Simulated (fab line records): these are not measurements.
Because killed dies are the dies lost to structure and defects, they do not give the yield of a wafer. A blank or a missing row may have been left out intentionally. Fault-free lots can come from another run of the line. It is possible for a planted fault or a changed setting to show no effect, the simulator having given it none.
fab line records | flow sky130
[record] lots = 5 wafers = 15 last_day = 50
route steps=708 shown VIA2@525 METAL3@532 CAPM@537 PAD_OPEN@708
lots with no fault: from the same line, run without faults
start_h: the number of hours between the record's first day and the start of the first shown wafer of the lot | wait_h: hours from the lot's prior step to this one | " same as the row above | L1.1+2: one row covering several wafers at once | - no value present, or no start provided | * or withheld: withheld | < > ~ a bound
route shown NAME@n: a module of which the file shows steps, and the number in the route of the first | usual: mean and standard deviation over wafers with no fault | same: alike in all rows | chamber/n: place in a boat | sites: the reading at each site | _std_site: standard deviation across them | _edge_site: outer sites' mean less inner sites' | radius_mm: for every site, how far away it sits from the centre of the wafer | mask NAME#n: copy n | behind: tool/chamber where the wafer was last shaped | hold: why the lot went on hold/how many hours it stayed there/how the hold came to an end | device: transistor that didn't switch, given as n, p or np | end of line: the route-end tests of the same wafers | a step given without rows: its recipe and nothing more | killed: dies that structure and defects cost at the first sort, which is not the same as the wafer's yield | map: per-die view of a wafer (x killed, . not killed, _ where there is no die)
set.NAME: setting as actually run; set.NAME@STEP: the setting as run at that earlier step | model.NAME: the simulator's own value behind a step, which no gauge read
a table for each step, a row for each wafer; lots at some steps of the route
services: from which hour (start_h, from the record's first day; less than 0 if before it) a tool's chamber was out of use, for how many hours, and why
[[steps]]
[step SKY_VIA2_CLEAN_18]
[recipe] chemistry = IPA time_s = 180 temp_c = 25
[step SKY_VIA2_CLEAN_19]
[recipe] chemistry = O3/DIW dry = n2_spin
[step SKY_VIA2_SPUTTER_20]
[recipe] material = TiN target_thk_nm = 20 chamber_pressure_pa = 5 power_w = 4000 time_s = 80
[step SKY_VIA2_CVD_21]
[recipe] material = W target_thk_nm = 420 time_s = 126.4 temp_c = 400 pressure_torr = 40
[step SKY_VIA2_CMP_24]
[recipe] stop_on = SiO2 t_overpolish_s = 20 down_force_psi = 3.5 platen_rpm = 60 target_thk_nm = 0 pad_velocity_m_s = 0.94248
[step SKY_METAL3_SPUTTER_00]
[recipe] material = Ti target_thk_nm = 15 power_w = 3000 time_s = 10 chamber_pressure_pa = 0.4
[step SKY_METAL3_SPUTTER_01]
[recipe] material = TiN target_thk_nm = 20 power_w = 6500 time_s = 16.7 chamber_pressure_pa = 0.4
[step SKY_METAL3_SPUTTER_02]
[recipe] material = AlCu target_thk_nm = 735 power_w = 10600 time_s = 39.1 chamber_pressure_pa = 0.4
[step SKY_METAL3_SPUTTER_03]
[recipe] material = Ti target_thk_nm = 5 power_w = 3000 time_s = 3.3 chamber_pressure_pa = 0.4
[step SKY_METAL3_SPUTTER_04]
[recipe] material = TiN target_thk_nm = 70 power_w = 6500 time_s = 58.3 chamber_pressure_pa = 0.4
[step SKY_CAPM_CVD_00]
[recipe] material = SiO2 target_thk_nm = 15.5 temp_c = 400 time_s = withheld rf_w = 450
[usual] heater_power_outer_w = 429/50 heater_power_w = 711/82 rf_fwd_power_W = 441.3/2
// columns lot.wafer tool chamber start_h wait_h heater_power_outer_w heater_power_w rf_fwd_power_W
L154.3 pecvd-04 0 877.97 0.0 466 775 441.6
L154.4 " 2 " " 451 763 440.8
L154.5 " 0 " " 481 794 441.3
L164.3 pecvd-04 0 964.71 0.0 469 778 441.2
L164.4 " 2 " " 409 668 441.0
L164.5 " 0 " " 465 778 438.8
L165.2 pecvd-04 2 965.46 0.0 470 769 441.7
L165.5 " 1 " " 369 638 440.2
L165.6 " 2 " " 476 779 442.0
L167.1 pecvd-04 2 973.63 0.0 482 789 444.3
L167.3 " 1 " " 445 747 440.1
L167.5 " 2 " " 473 790 443.9
L174.3 pecvd-03 1 1015.01 0.0 469 709 441.0
L174.4 " 2 " " 529 913 441.6
L174.5 " 1 " " 472 747 439.8
[step SKY_CAPM_THK_MEAS_01]
[recipe] reads = SiO2_of_CAPM_CVD_00
[usual] CAPM_CVD_00_THK = 15.51/0.27
// columns lot.wafer tool chamber start_h wait_h CAPM_CVD_00_THK[nm]
L154.3 film_metro-02 - 878.01 - 15.55
L154.4 " - " " 15.33
L154.5 " - " " 15.83
L164.3 film_metro-03 - 964.75 - 13.85
L164.4 " - " " 13.96
L164.5 " - " " 14.11
L165.2 film_metro-03 - 965.49 - 13.54
L165.5 " - " " 13.82
L165.6 " - " " 13.78
L167.1 film_metro-02 - 973.65 - 13.76
L167.3 " - " " 13.92
L167.5 " - " " 13.88
L174.3 film_metro-02 - 1015.05 - 15.04
L174.4 " - " " 15.68
L174.5 " - " " 15.33
[step SKY_CAPM_SPUTTER_02]
[recipe] material = TiN target_thk_nm = 200 temp_c = 300 power_w = 6500 time_s = 166.7 chamber_pressure_pa = 0.4
[step SKY_CAPM_DEHYDRATE_05]
[recipe] temp_c = 200 time_s = 60
[step SKY_CAPM_HMDS_06]
[recipe] prime_time_s = 60 prime_temp_c = 120
[step SKY_CAPM_COAT_07]
[recipe] resist = NOVOLAK spin_rpm = 3000 resist_thk_nm = 1140
[step SKY_CAPM_SOFTBAKE_08]
[recipe] temp_c = 90 time_s = 60 resist = NOVOLAK
[step SKY_CAPM_EXPOSE_09]
[recipe] mask_id = CAPM na = 0.6 source_shape = conventional sigma_outer = 0.6 polarization = unpolarized target_cd_nm = 1000 dose_mj = 159
[step SKY_CAPM_PEB_10]
[recipe] temp_c = withheld time_s = * resist = NOVOLAK
[step SKY_CAPM_DEVELOP_11]
[recipe] resist = NOVOLAK developer = TMAH develop_time_s = 60 dev_temp_c = 23
[step SKY_CAPM_METAL_ETCH_13]
[recipe] target_depth_nm = 220 stop_on = SiO2 chemistry = Cl2/BCl3 target = TiN pressure_mtorr = 10 icp_w = 929.1 bias_w = 48.5 Cl2_flow_sccm = 60 bcl3_flow_sccm = 30 time_s = 62.9
[step SKY_CAPM_STRIP_14]
[recipe] chemistry = O2/N2 power_w = 1400 pressure_mtorr = 1500 platen_temp_c = withheld o2_flow_sccm = 3000 n2_flow_sccm = 300 overash_fraction = 0.5
[step SKY_CAPM_STRIP_15]
[recipe] chemistry = post_etch_residue_remover time_s = 1200 temp_c = 72.5
[step SKY_CAPM_CLEAN_16]
[recipe] chemistry = IPA time_s = 180 temp_c = 25
[step SKY_CAPM_CLEAN_17]
[recipe] chemistry = O3/DIW dry = n2_spin
[step SKY_METAL3_DEHYDRATE_05]
[recipe] temp_c = 200 time_s = 60
[step SKY_METAL3_HMDS_06]
[recipe] prime_time_s = 60 prime_temp_c = 120
[step SKY_METAL3_COAT_07]
[recipe] resist = BARC temp_c = withheld time_s = withheld spin_rpm = 3000 resist_thk_nm = 60
[step SKY_METAL3_COAT_08]
[recipe] resist = KrF-thick spin_rpm = 3000 resist_thk_nm = 1130
[step SKY_METAL3_SOFTBAKE_09]
[recipe] temp_c = 100 time_s = 90 resist = KrF-thick
[step SKY_METAL3_EXPOSE_10]
[recipe] mask_id = MM3 na = 0.68 source_shape = annular sigma_inner = 0.4 sigma_outer = 0.8 target_cd_nm = 300 dose_mj = 28
[step SKY_METAL3_PEB_11]
[recipe] peb_temp_c = withheld peb_time_s = withheld resist = KrF-thick
[step SKY_METAL3_DEVELOP_12]
[recipe] develop_time_s = 60 resist = KrF-thick dev_temp_c = 21
[step SKY_METAL3_DESCUM_15]
[recipe] chemistry = O2 source_power_w = 150 bias_power_w = 0 pressure_mtorr = 10 temp_c = 40 time_s = 8
[step SKY_METAL3_ETCH_16]
[recipe] chemistry = N2/H2 target = BARC ion_energy_ev = 200 bias_w = 100 pressure_mtorr = 30 n2_flow_sccm = 100 h2_flow_sccm = 200 icp_w = 500 stop_on = SiO2 time_s = 88.2 target_depth_a = 600
[step SKY_METAL3_ETCH_17]
[recipe] target = SiO2 stop_on = TiN chemistry = C4F8/O2/Ar source_w = 1500 bias_w = 1200 pressure_mtorr = 40 c4f8_flow_sccm = withheld O2_flow_sccm = 6 Ar_flow_sccm = 300 time_s = 3.9 target_depth_a = 150
[usual] oes_product_au = 0.740/0.0084 rf_fwd_power_W = 1472/8.2
// columns lot.wafer tool chamber start_h wait_h oes_product_au rf_fwd_power_W rf_hours_counter_h
L154.3 rie_diel-02 0 929.90 0.0 0.746 1470 4
L154.4 " 1 " " 0.737 1471 16
L154.5 " 2 " " 0.746 1474 -
L164.3 rie_diel-04 3 1013.12 0.0 0.696 1464 17
L164.4 " 2 " " 0.699 1454 5
L164.5 " 1 " " 0.702 1480 -
L165.2 rie_diel-04 3 1013.96 0.1 0.687 1483 17
L165.5 " 2 " " 0.684 1471 -
L165.6 " 1 " " 0.704 1481 -
L167.1 rie_diel-02 1 1022.32 0.1 0.706 1459 19
L167.3 " 0 " " 0.703 1474 8
L167.5 " 3 " " 0.704 1473 -
L174.3 rie_diel-03 2 1060.00 0.0 0.723 1470 14
L174.4 " 3 " " 0.745 1462 10
L174.5 " 3 " " 0.736 1460 -
[step SKY_PAD_OPEN_PROBE_99]
[usual] defect_limited_yield = 82.3/2.1 killed_at_M0_to_M3 = 44/7.3 killed_at_M4_up = 3.3/1.8 killed_at_contacts = 24/5.3 killed_at_front_end = 16/5 killed_at_other = 0.2/0.51 killed_dies = 87/10 killed_open = 47/7.5 killed_short = 40/6.3
[same] gross_dies = 492 killed_at_back_side = 0
// columns lot.wafer tool chamber start_h wait_h defect_limited_yield[%] killed_at_M0_to_M3 killed_at_M4_up killed_at_contacts killed_at_front_end killed_at_other killed_dies killed_open killed_short model.etest.tester.sort_n_pass model.etest.tester.sort_yield_pct model.etest.tester.sort_bin_5_pct model.etest.cap_mim.c_ff_um2_rim_less_centre model.etest.tester.sort_bin_8_pct model.etest.tester.sort_bin_4_pct
L154.3 prober-01 - 1099.35 0.2 79.9 53 5 26 15 0 99 53 46 393 79.88 11.18 -0.02745 0 0
L154.4 prober-01 - 1099.40 0.2 80.7 48 1 26 18 2 95 59 36 397 80.69 11.99 -0.01617 0 0
L154.5 prober-01 - 1099.45 0.2 85.0 33 4 18 19 0 74 41 33 418 84.96 8.537 -0.02842 0 0
L164.3 prober-01 - 1166.46 0.2 76.8 46 5 36 27 0 114 70 44 320 65.04 25.41 0.7371 0.0001695 0
L164.4 prober-01 - 1166.51 0.2 81.9 50 1 17 21 0 89 53 36 344 69.92 21.14 0.7858 5.54e-05 0
L164.5 prober-01 - 1166.56 0.2 83.1 42 2 22 17 0 83 39 44 354 71.95 20.93 0.7902 1.61e-06 1.637e-13
L165.2 prober-02 - 1167.50 0.1 82.5 44 4 22 14 2 86 46 39 350 71.14 21.14 0.787 7.495e-05 0
L165.5 prober-02 - 1167.65 0.2 82.7 38 3 22 21 1 85 43 42 355 72.15 20.33 0.7546 2.688e-05 0
L165.6 prober-02 - 1167.70 0.2 80.3 58 3 20 16 0 97 56 41 335 68.09 22.36 0.7576 5.386e-05 0
L167.1 prober-02 - 1176.25 0.1 82.5 52 4 23 6 1 86 45 41 354 71.95 20.33 0.7673 1.034e-05 0
L167.3 prober-02 - 1176.35 0.2 81.3 42 4 38 8 0 92 54 38 347 70.53 21.14 0.7579 1.27e-07 0
L167.5 prober-02 - 1176.45 0.2 83.7 39 4 28 9 0 80 50 30 353 71.75 21.14 0.7927 5.642e-07 0
L174.3 prober-01 - 1202.85 0.2 79.5 53 9 21 18 0 101 55 46 391 79.47 11.79 -0.00369 0 0
L174.4 prober-01 - 1202.90 0.2 80.9 43 1 37 13 0 94 57 37 398 80.89 10.57 0.01085 0 0
L174.5 prober-01 - 1202.95 0.2 81.5 51 2 18 19 1 91 47 44 401 81.5 10.77 -0.01028 0 0
// killed by level:class
L154.3 CONTACT:geometric_particle:open=12 VIA2:geometric_particle:open=11 VIA1:geometric_particle:open=11 METAL1:geometric_particle:short=7 VIA3:geometric_particle:short=6 POLY_GATE:geometric_particle:short=4 LI_CONTACT:geometric_particle:short=4 METAL2:geometric_particle:short=4
L154.4 VIA1:geometric_particle:open=13 CONTACT:geometric_particle:open=11 LI_CONTACT:geometric_particle:open=8 POLY_GATE:geometric_particle:open=7 VIA2:geometric_particle:short=5 METAL2:geometric_particle:short=5 VIA3:geometric_particle:open=5 FIELD_ISO:geometric_particle:open=4
L154.5 CONTACT:geometric_particle:open=8 METAL1:geometric_particle:short=6 FIELD_ISO:geometric_particle:open=5 VIA1:geometric_particle:open=5 VIA3:geometric_particle:open=5 VIA2:geometric_particle:short=4 POLY_GATE:geometric_particle:short=3 SPACER:geometric_particle:open=3
L164.3 CONTACT:geometric_particle:open=12 VIA2:geometric_particle:open=11 FIELD_ISO:geometric_particle:open=10 LI_CONTACT:geometric_particle:open=10 VIA1:geometric_particle:open=9 CONTACT:geometric_particle:short=7 VIA1:geometric_particle:short=7 FIELD_ISO:geometric_particle:short=6
L164.4 VIA1:geometric_particle:open=11 FIELD_ISO:geometric_particle:open=8 VIA3:geometric_particle:open=7 METAL1:geometric_particle:short=6 LI_CONTACT:geometric_particle:open=5 CONTACT:geometric_particle:open=5 VIA1:geometric_particle:short=5 VIA2:geometric_particle:open=5
L164.5 VIA3:geometric_particle:open=9 CONTACT:geometric_particle:open=9 FIELD_ISO:geometric_particle:short=5 POLY_GATE:geometric_particle:open=5 CONTACT:geometric_particle:short=5 METAL1:geometric_particle:short=5 VIA1:geometric_particle:open=5 METAL2:geometric_particle:short=5
L165.2 VIA3:geometric_particle:open=10 VIA1:geometric_particle:open=8 VIA3:geometric_particle:short=7 LI_CONTACT:geometric_particle:open=6 CONTACT:geometric_particle:open=6 METAL1:geometric_particle:short=6 VIA2:geometric_particle:open=4 FIELD_ISO:geometric_particle:open=3
L165.5 VIA1:geometric_particle:open=9 LI_CONTACT:geometric_particle:open=7 CONTACT:geometric_particle:open=7 POLY_GATE:geometric_particle:short=6 METAL1:geometric_particle:short=6 FIELD_ISO:geometric_particle:short=5 POLY_GATE:geometric_particle:open=5 VIA3:geometric_particle:short=4
L165.6 VIA1:geometric_particle:open=13 CONTACT:geometric_particle:open=9 VIA3:geometric_particle:open=8 METAL1:geometric_particle:short=7 VIA1:geometric_particle:short=7 VIA2:geometric_particle:open=7 METAL2:geometric_particle:short=7 FIELD_ISO:geometric_particle:open=5
L167.1 VIA3:geometric_particle:open=10 VIA2:geometric_particle:open=10 METAL1:geometric_particle:short=9 CONTACT:geometric_particle:open=9 METAL3:geometric_particle:short=6 LI_CONTACT:geometric_particle:open=5 CONTACT:geometric_particle:short=5 VIA1:geometric_particle:open=5
L167.3 CONTACT:geometric_particle:open=15 VIA1:geometric_particle:open=11 LI_CONTACT:geometric_particle:open=9 VIA2:geometric_particle:open=6 METAL3:geometric_particle:short=5 LOCAL_INTERCONNECT:geometric_particle:short=5 METAL2:geometric_particle:short=5 CONTACT:geometric_particle:short=4
L167.5 VIA1:geometric_particle:open=12 LI_CONTACT:geometric_particle:open=11 CONTACT:geometric_particle:open=6 VIA2:geometric_particle:open=6 VIA3:geometric_particle:open=5 LOCAL_INTERCONNECT:geometric_particle:short=4 VIA1:geometric_particle:short=4 VIA3:geometric_particle:short=4
L174.3 METAL1:geometric_particle:short=11 VIA1:geometric_particle:open=10 CONTACT:geometric_particle:open=8 VIA3:geometric_particle:open=8 LI_CONTACT:geometric_particle:open=7 FIELD_ISO:geometric_particle:short=6 VIA1:geometric_particle:short=6 VIA2:geometric_particle:open=6
L174.4 CONTACT:geometric_particle:open=20 METAL1:geometric_particle:short=13 VIA2:geometric_particle:open=9 VIA1:geometric_particle:open=7 LI_CONTACT:geometric_particle:open=6 FIELD_ISO:geometric_particle:open=5 LOCAL_INTERCONNECT:geometric_particle:short=5 CONTACT:geometric_particle:short=5
L174.5 METAL1:geometric_particle:short=12 CONTACT:geometric_particle:open=10 VIA3:geometric_particle:open=8 VIA1:geometric_particle:open=7 FIELD_ISO:geometric_particle:short=6 FIELD_ISO:geometric_particle:open=5 POLY_GATE:geometric_particle:short=5 VIA2:geometric_particle:open=5
[[services]]
// columns tool chamber start_h hours kind
pecvd-04 2 857.89 2.1 scheduled_down
rie_diel-02 3 858.78 - clean
rie_diel-02 3 858.78 13.2 scheduled_down
rie_diel-02 3 858.78 13.2 vent_cycle
pecvd-03 - 874.35 106.0 repair
rie_diel-04 2 877.99 6.4 repair
rie_diel-03 3 936.06 7.0 repair
rie_diel-03 1 940.08 5.1 repair
rie_diel-03 0 955.09 2.4 repair
rie_diel-03 - 959.11 0.3 repair
rie_diel-02 - 962.46 2.8 pm
rie_diel-04 1 973.20 5.4 repair
rie_diel-02 2 992.94 3.8 repair
pecvd-04 1 999.38 - clean
pecvd-04 1 999.38 - consumable_replace:showerhead
pecvd-04 1 999.38 29.0 scheduled_down
pecvd-04 1 999.38 29.0 vent_cycle
pecvd-04 1 1047.64 3.6 repair
rie_diel-03 1 1054.17 3.0 repair
rie_diel-04 1 1054.55 - clean
rie_diel-04 1 1054.55 11.6 scheduled_down
rie_diel-04 1 1054.55 11.6 vent_cycle
pecvd-03 - 1055.43 6.0 pm
[[key]]
[first_sign] step = SKY_CAPM_THK_MEAS_01 reading = CAPM_CVD_00_THK direction = down sigmas = 6.1 usual = 15.51 struck = 13.85
[effect] step = SKY_METAL3_ETCH_17 reading = oes_product_au direction = down sigmas = 5 usual = 0.740 struck = 0.698
[model_effect] step = SKY_PAD_OPEN_PROBE_99 value = etest.tester.sort_n_pass without = 401.8 struck = 345.8
met_at SKY_CAPM_CVD_00
struck_wafers L164.3,L164.4,L164.5,L165.2,L165.5,L165.6,L167.1,L167.3,L167.5
onset_between 877.97 964.71
[fault] kind = site_profile_drift tool = pecvd-04 chamber = - onset_h = 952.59 steps = SKY_CAPM_CVD_00 basis = fraction max_abs_drift = 0.24783 slope_share_per_hr = 55.074 site_pattern = 0,0,0,0,0,-1,-1,-1,-1
